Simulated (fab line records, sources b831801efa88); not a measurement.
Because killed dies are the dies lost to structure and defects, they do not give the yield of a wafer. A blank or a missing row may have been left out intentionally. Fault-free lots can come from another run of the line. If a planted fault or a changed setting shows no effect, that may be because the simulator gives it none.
Code-filled problem report in 8D (eight disciplines) form -- flow gf180mcu -- the parts of the form that need people (team, actions taken, sign-off) are left out

1. WHAT IS WRONG
Wafers free of any fault read 10.02 nm (standard deviation 0.14) for HV_LDD_CVD_54_THK at GF_HV_LDD_THK_MEAS_55, against a mean of 7.76 nm on 6 wafers of 2 lots. That is -16 standard deviations from the usual mean.
First observed at day 15 23:39: wafer L339.3, on filmMetro-01. The record has a number at this step for 39 wafers belonging to 13 lots. Rule for "out", or "out of limits": more than 4 standard deviations from the usual mean. Any other wafer with a number is counted as sound.

2. WHAT IT IS AND WHAT IT IS NOT
question,is,is not
which readings at this step,HV_LDD_CVD_54_THK,-
which lots,"L339, L340","L329, L330, L333, L341, L346, L347, L348, L349, L350, L351, L352"
which wafers of those lots,all that have a number,-
read on which gauges,"filmMetro-01, filmMetro-04",filmMetro-02
when,from day 15 23:39,"up to then (9 sound wafers); but 24 sound wafers of L341, L346, L347, L348, L349, L350, L351, L352 came after"

3. THE SUSPECTS, EACH WITH WHAT RULES IT OUT
Counting: any tool at a process step up to the reading is kept as a suspect provided that every lot that is out went through it and no sound lot did after the first of them.
- ruled out: the gauge at GF_HV_LDD_THK_MEAS_55. Those wafers that are out were read across 2 gauges (filmMetro-01, filmMetro-04).
- rieDiel-01 at GF_POLY_GATE_ETCH_12 (etches BARC in N2/H2): ruled out as a lasting fault. Following L339 (day 12 08:20), the first lot on it that is out, the sound lots L351 were run on it.
- lpcvd-02 at GF_HV_LDD_CVD_54 (deposits SiO2 from TEOS, target thk 10 nm, time 75 s): ruled out as a lasting fault. Following L339 (day 15 22:37), the first lot on it that is out, the sound lots L349, L348 were run on it.
Left after counting: nothing in the record.

4. THE CAUSE (what the simulator had put in)
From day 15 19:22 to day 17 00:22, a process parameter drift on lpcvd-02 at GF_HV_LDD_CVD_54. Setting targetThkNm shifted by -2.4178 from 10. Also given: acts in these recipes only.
It was ruled out by counting, in error; the rule expects a fault to strike all lots run on its tool from its start on, and this fault did not.

5. THE EFFECT CHAIN, in route order
One row per reading whose mean, taken over the struck wafers that have a number, lies over 3 standard deviations from the usual. Only readings for which the record gives a usual standard deviation are gone through. hours: the time from each lot's start at the first step in this table that gives one to its start at this step, as a median over the lots. sigmas: the change in usual standard deviations.
hours,step,reading,usual,on struck wafers,change,sigmas
0,GF_HV_LDD_THK_MEAS_55,HV_LDD_CVD_54_THK,10.02 nm,7.76,-2.26,-16

6. WHAT WOULD HAVE CAUGHT IT SOONER
The first out-of-limits reading at a measuring or inspecting step in this record came at day 15 23:39, 4 hours after the fault's start at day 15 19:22.
Of the tool readings at GF_HV_LDD_CVD_54 for which the record gives a usual standard deviation, none was out on any struck wafer, so an alarm limit of 4 standard deviations on them would not have fired.
